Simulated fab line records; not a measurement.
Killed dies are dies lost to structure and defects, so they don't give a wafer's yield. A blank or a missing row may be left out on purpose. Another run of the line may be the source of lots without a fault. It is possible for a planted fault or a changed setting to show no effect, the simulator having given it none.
fab line records	flow gf180mcu
record lots=13	wafers=37	lastDay=34
route steps=602 shown LVPWELL@62 MVPSD@85 HV_LDD@233 SALICIDE@286
lots with no fault: from the same line, run without faults
startH: start of the lot's first displayed wafer, in hours after the record's first day	waitH: hours since the lot's step before	" same as the row above	L1.1+2: a single row standing in for several wafers	- value missing, or start not given	* or withheld: withheld	< > ~ a bound
route shown NAME@n: names a module that has steps shown in the file, with the first one's number in the route	usual: mean and standard deviation over wafers with no fault	same: alike in all rows	chamber/n: place in a boat	sites: the reading at each site	_std_site: the standard deviation of these	_edge_site: mean of outer sites minus mean of inner sites	radiusMm: how far each site lies from the wafer's centre	mask NAME#n: copy n	behind: the tool/chamber that last shaped the wafer	hold: why the lot went on hold/how many hours it stayed there/how the hold came to an end	device: the n, p or np transistor that did not switch	end of line: tests of these same wafers at the route's end	where a step has no rows: the recipe by itself	killed: at the first sort, the dies lost to defects and structure; wafer yield is something else	map: the dies of a wafer, with x for killed, . for not killed, _ for no die there
set.NAME: the setting the step ran with; set.NAME@STEP: the setting that earlier step ran with	model.NAME: the simulator's own value behind a step, which no gauge read
steps of the route over a sample of lots; a table a step, a row a wafer
services: the hour from which a tool's chamber was out of use, counted from the record's first day as startH (under 0 if before that day), plus the number of hours and why
## steps
# step GF_LVPWELL_IMPLANT_08
# recipe species=B	energyKev=170	doseCm2=1.5e+13	tiltDeg=0
# usual beamOnS=10.00/0.2	faradayCurrentUA=84.5/1.7
lot.wafer	tool	chamber	startH	waitH	beamOnS	faradayCurrentUA
L251.1	implanter-02	0	76.82	0.0	10.26	82.1
L251.2	"	0	"	"	9.82	85.7
L251.5	"	0	"	"	9.97	85.0
L252.1	implanter-02	0	81.35	0.0	9.89	85.6
L252.3	"	0	"	"	9.75	87.1
L252.5	"	0	"	"	10.03	84.1
L253.2	implanter-02	0	85.92	0.0	10.12	83.4
L253.3	"	0	"	"	9.93	85.2
L253.6	"	0	"	"	10.54	79.9
L254.1	implanter-02	0	91.50	0.0	9.80	86.1
L254.3	"	0	"	"	10.19	83.2
L254.6	"	0	"	"	10.42	80.7
L256.1	implanter-02	0	102.75	0.0	9.91	85.1
L256.5	"	0	"	"	10.32	81.8
L256.6	"	0	"	"	9.88	85.9
L257.2	implanter-02	0	112.60	0.0	10.07	83.6
L257.4	"	0	"	"	9.86	86.0
L257.5	"	0	"	"	10.19	83.0
L259.2	implanter-01	0	120.18	0.0	9.79	87.1
L259.3	"	0	"	"	9.78	86.5
L259.6	"	0	"	"	9.72	86.7
L265.1	implanter-02	0	153.20	0.0	12.24	69.1
L265.5	"	0	"	"	10.04	83.9
L266.1	implanter-02	0	157.15	0.0	11.83	71.2
L266.3	"	0	"	"	11.50	73.2
L268.1	implanter-02	0	174.65	0.0	12.38	68.0
L268.2	"	0	"	"	9.93	84.8
L268.6	"	0	"	"	10.16	83.2
L272.1	implanter-01	0	194.00	0.0	10.11	83.6
L272.4	"	0	"	"	10.31	81.9
L272.5	"	0	"	"	9.84	85.9
L271.2	implanter-03	0	194.72	0.0	9.84	86.2
L271.3	"	0	"	"	10.13	83.4
L271.6	"	0	"	"	10.00	84.5
L273.1	implanter-03	0	198.70	0.0	9.83	86.3
L273.4	"	0	"	"	9.65	87.7
L273.6	"	0	"	"	10.13	83.3
# step GF_LVPWELL_TW_MEAS_11
# usual LVPWELL_TW=564/9.1
lot.wafer	tool	chamber	startH	waitH	LVPWELL_TW
L251.1	filmMetro-03	-	77.22	0.1	555
L251.2	"	-	"	"	557
L251.5	"	-	"	"	558
L252.1	filmMetro-03	-	81.75	0.1	555
L252.3	"	-	"	"	558
L252.5	"	-	"	"	553
L253.2	filmMetro-01	-	86.31	0.1	575
L253.3	"	-	"	"	575
L253.6	"	-	"	"	574
L254.1	filmMetro-03	-	91.90	0.1	557
L254.3	"	-	"	"	558
L254.6	"	-	"	"	560
L256.1	filmMetro-04	-	103.15	0.1	560
L256.5	"	-	"	"	562
L256.6	"	-	"	"	558
L257.2	filmMetro-03	-	112.98	0.1	551
L257.4	"	-	"	"	552
L257.5	"	-	"	"	557
L259.2	filmMetro-04	-	120.56	0.1	553
L259.3	"	-	"	"	554
L259.6	"	-	"	"	554
L265.1	filmMetro-01	-	153.60	0.1	602
L265.5	"	-	"	"	577
L266.1	filmMetro-01	-	157.55	0.1	604
L266.3	"	-	"	"	605
L268.1	filmMetro-03	-	175.05	0.1	583
L268.2	"	-	"	"	559
L268.6	"	-	"	"	556
L272.1	filmMetro-01	-	194.40	0.1	576
L272.4	"	-	"	"	570
L272.5	"	-	"	"	574
L271.2	filmMetro-01	-	195.11	0.1	575
L271.3	"	-	"	"	573
L271.6	"	-	"	"	575
L273.1	filmMetro-04	-	199.10	0.1	559
L273.4	"	-	"	"	561
L273.6	"	-	"	"	558
# step GF_MVPSD_OVL_MEAS_07
# usual MVPSD_OVL=-0.3/1.6
lot.wafer	tool	chamber	startH	waitH	MVPSD_OVL[nm]
L251.1	overlay-01	-	104.89	-	-1.2
L251.2	"	-	"	"	-2.7
L251.5	"	-	"	"	0.9
L252.1	overlay-02	-	108.59	-	-2.0
L252.3	"	-	"	"	-2.5
L252.5	"	-	"	"	-1.1
L253.2	overlay-01	-	114.44	-	1.4
L253.3	"	-	"	"	-0.8
L253.6	"	-	"	"	-1.0
L254.1	overlay-01	-	119.49	-	0.1
L254.3	"	-	"	"	-1.0
L254.6	"	-	"	"	-1.0
L256.1	overlay-02	-	132.74	-	-2.0
L256.5	"	-	"	"	-1.8
L256.6	"	-	"	"	-2.6
L257.2	overlay-02	-	143.10	-	-1.8
L257.4	"	-	"	"	-3.5
L257.5	"	-	"	"	-1.8
L259.2	overlay-02	-	150.72	-	-0.2
L259.3	"	-	"	"	-0.5
L259.6	"	-	"	"	-0.4
L265.1	overlay-02	-	186.69	-	0.3
L265.5	"	-	"	"	2.1
L266.1	overlay-02	-	190.89	-	0.2
L266.3	"	-	"	"	0.7
L268.1	overlay-02	-	209.78	-	1.7
L268.2	"	-	"	"	0.8
L268.6	"	-	"	"	1.1
L272.1	overlay-02	-	229.54	-	1.8
L272.4	"	-	"	"	-0.5
L272.5	"	-	"	"	-2.4
L271.2	overlay-02	-	229.90	-	-1.6
L271.3	"	-	"	"	-0.8
L271.6	"	-	"	"	-1.8
L273.1	overlay-02	-	235.11	-	-0.2
L273.4	"	-	"	"	2.0
L273.6	"	-	"	"	0.0
# step GF_VT_IMPLANT_RS_MEAS_48
# recipe thkMeasGauge=four-point-probe
# usual LVPWELL_RS=1197.0/2.6
lot.wafer	tool	chamber	startH	waitH	LVPWELL_RS[ohm/sq]
L251.1	filmMetro-04	-	165.06	0.1	1196.5
L251.2	"	-	"	"	1198.5
L251.5	"	-	"	"	1198.7
L252.1	filmMetro-01	-	171.25	0.1	1200.6
L252.3	"	-	"	"	1198.8
L252.5	"	-	"	"	1197.5
L253.2	filmMetro-03	-	178.43	0.1	1196.5
L253.3	"	-	"	"	1196.1
L253.6	"	-	"	"	1194.5
L254.1	filmMetro-03	-	183.69	0.1	1192.4
L254.3	"	-	"	"	1194.2
L254.6	"	-	"	"	1192.0
L256.1	filmMetro-01	-	199.05	0.1	1201.6
L256.5	"	-	"	"	1199.7
L256.6	"	-	"	"	1198.8
L257.2	filmMetro-04	-	211.27	0.1	1197.1
L257.4	"	-	"	"	1197.5
L257.5	"	-	"	"	1196.0
L259.2	filmMetro-01	-	220.08	0.1	1199.5
L259.3	"	-	"	"	1200.1
L259.6	"	-	"	"	1200.1
L265.1	filmMetro-03	-	260.27	0.1	1090.0
L265.5	"	-	"	"	1199.4
L266.1	filmMetro-01	-	264.92	0.1	1092.3
L266.3	"	-	"	"	1089.0
L268.1	filmMetro-03	-	286.22	0.1	1087.8
L268.2	"	-	"	"	1197.2
L268.6	"	-	"	"	1194.5
L272.1	filmMetro-03	-	308.12	0.1	1198.5
L272.4	"	-	"	"	1197.1
L272.5	"	-	"	"	1193.5
L271.2	filmMetro-01	-	308.29	0.1	1196.5
L271.3	"	-	"	"	1196.2
L271.6	"	-	"	"	1197.5
L273.1	filmMetro-01	-	315.35	0.1	1196.5
L273.4	"	-	"	"	1196.4
L273.6	"	-	"	"	1198.0
# step GF_HV_LDD_THK_MEAS_57
# recipe reads=Si3N4_of_HV_LDD_CVD_56
# usual HV_LDD_CVD_56_THK=90.2/0.72
lot.wafer	tool	chamber	startH	waitH	HV_LDD_CVD_56_THK[nm]
L251.1	filmMetro-04	-	288.40	0.0	90.6
L251.2	"	-	"	"	91.0
L251.5	"	-	"	"	90.2
L252.1	filmMetro-04	-	293.95	0.0	91.6
L252.3	"	-	"	"	90.4
L252.5	"	-	"	"	91.2
L253.2	filmMetro-03	-	305.22	0.0	91.6
L253.3	"	-	"	"	91.4
L253.6	"	-	"	"	91.4
L254.1	filmMetro-01	-	310.65	0.0	90.2
L254.3	"	-	"	"	90.7
L254.6	"	-	"	"	91.4
L256.1	filmMetro-01	-	326.65	0.0	90.5
L256.5	"	-	"	"	90.1
L256.6	"	-	"	"	90.3
L257.2	filmMetro-01	-	341.46	0.0	89.8
L257.4	"	-	"	"	90.6
L257.5	"	-	"	"	89.7
L259.2	filmMetro-03	-	355.37	0.0	89.1
L259.3	"	-	"	"	89.7
L259.6	"	-	"	"	89.4
L265.1	filmMetro-01	-	400.10	0.0	90.7
L265.5	"	-	"	"	90.2
L266.1	filmMetro-03	-	406.70	0.0	90.7
L266.3	"	-	"	"	91.4
L268.1	filmMetro-04	-	433.40	0.0	89.5
L268.2	"	-	"	"	90.4
L268.6	"	-	"	"	90.3
L272.1	filmMetro-01	-	456.69	0.0	89.6
L272.4	"	-	"	"	89.0
L272.5	"	-	"	"	90.9
L271.2	filmMetro-03	-	459.48	0.0	90.3
L271.3	"	-	"	"	91.2
L271.6	"	-	"	"	90.9
L273.1	filmMetro-01	-	466.59	0.0	91.1
L273.4	"	-	"	"	90.3
L273.6	"	-	"	"	90.6
# step GF_SALICIDE_RTA_08
# recipe tempC=800	timeS=30	ambient=N2
# usual annealTempCMax=803.3/0.72	lampPowerPct=19.9/0.43	wafer_temp_C_max=804.0/0.82
# same timeS=30
lot.wafer	tool	chamber	startH	waitH	annealTempCMax	lampPowerPct	wafer_temp_C_max
L251.1	rtpAnneal-01	0	353.28	0.0	803.3	20.2	804.3
L251.2	"	0	"	"	804.1	20.1	804.0
L251.5	"	0	"	"	804.1	20.1	804.2
L252.1	rtpAnneal-02	0	359.33	0.0	802.5	19.2	803.7
L252.3	"	0	"	"	802.2	19.2	803.9
L252.5	"	0	"	"	802.0	19.2	802.9
L253.2	rtpAnneal-01	0	370.13	0.0	804.6	20.2	804.0
L253.3	"	0	"	"	802.9	20.2	803.0
L253.6	"	0	"	"	802.7	20.2	804.5
L254.1	rtpAnneal-01	0	377.09	0.0	803.7	20.1	804.2
L254.3	"	0	"	"	804.4	20.2	803.9
L254.6	"	0	"	"	803.9	20.1	803.6
L256.1	rtpAnneal-01	0	393.58	0.0	803.0	20.1	804.9
L256.5	"	0	"	"	803.5	20.2	804.2
L256.6	"	0	"	"	804.2	20.2	804.6
L257.2	rtpAnneal-01	0	410.86	0.0	804.1	20.1	803.7
L257.4	"	0	"	"	803.3	20.1	804.3
L257.5	"	0	"	"	804.1	20.2	803.4
L259.2	rtpAnneal-01	0	426.05	0.0	803.1	20.2	803.0
L259.3	"	0	"	"	803.0	20.1	804.6
L259.6	"	0	"	"	802.9	20.2	803.9
L265.1	rtpAnneal-01	0	474.43	0.0	803.2	20.1	803.5
L265.5	"	0	"	"	803.3	20.1	804.6
L266.1	rtpAnneal-02	0	480.08	0.0	803.2	19.2	803.8
L266.3	"	0	"	"	802.8	19.2	803.8
L268.1	rtpAnneal-01	0	507.35	0.0	804.1	20.1	803.4
L268.2	"	0	"	"	803.6	20.2	803.9
L268.6	"	0	"	"	803.8	20.1	803.9
L272.1	rtpAnneal-01	0	529.01	0.0	802.7	20.1	803.1
L272.4	"	0	"	"	804.0	20.2	804.0
L272.5	"	0	"	"	804.5	20.1	804.8
L271.2	rtpAnneal-01	0	531.28	0.0	803.6	20.2	805.0
L271.3	"	0	"	"	804.4	20.2	805.0
L271.6	"	0	"	"	803.1	20.1	805.1
L273.1	rtpAnneal-01	0	538.81	0.0	803.2	20.1	803.8
L273.4	"	0	"	"	803.8	20.2	804.2
L273.6	"	0	"	"	803.0	20.1	804.5
## services
tool	chamber	startH	hours	kind
implanter-03	-	60.96	2.8	pm
implanter-02	-	62.25	3.5	repair
implanter-02	-	96.72	4.4	pm
implanter-02	-	115.38	1.7	repair
implanter-03	-	133.30	5.0	repair
implanter-01	-	141.20	2.6	pm
implanter-01	-	157.11	2.0	pm
rtpAnneal-01	-	252.18	3.5	pm
implanter-02	-	273.05	2.9	repair
implanter-01	-	294.65	1.4	repair
implanter-03	-	306.77	3.1	repair
implanter-02	-	333.12	19.7	pm
implanter-03	-	429.82	4.9	repair
implanter-03	-	430.38	5.1	repair
rtpAnneal-02	-	438.49	3.6	pm
## key
firstSign step=GF_LVPWELL_IMPLANT_08	reading=beamOnS	direction=up	sigmas=9.8	usual=10.00	struck=11.99
effect step=GF_LVPWELL_IMPLANT_08	reading=faradayCurrentUA	direction=down	sigmas=8.2	usual=84.5	struck=70.4
effect step=GF_LVPWELL_TW_MEAS_11	reading=LVPWELL_TW	direction=up	sigmas=3.8	usual=564	struck=599
effect step=GF_VT_IMPLANT_RS_MEAS_48	reading=LVPWELL_RS	direction=down	sigmas=41	usual=1197.0	struck=1089.8
metAt GF_LVPWELL_IMPLANT_08
struckLots L265,L266,L268
struckWafers L265.1,L266.1,L266.3,L268.1
testerLeftOut L265,L266,L268
notActingAt GF_MVPSD_OVL_MEAS_07,GF_HV_LDD_THK_MEAS_57,GF_SALICIDE_RTA_08
onsetBetween 112.60 153.20
fault kind=processParameterDrift	tool=implanter-02	chamber=-	onsetH=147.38	steps=GF_LVPWELL_IMPLANT_08	channel=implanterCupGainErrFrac	offset=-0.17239	shape=step	endH=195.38	scope=struckWafersOnly
# testerLeftOut: of these lots the tester's yield and bins aren't shown, on N5 and GAA mostly nor the transistor test; their killed dies are dies lost to structure and defects alone, not to doping, threshold or leakage, so they don't give the yield
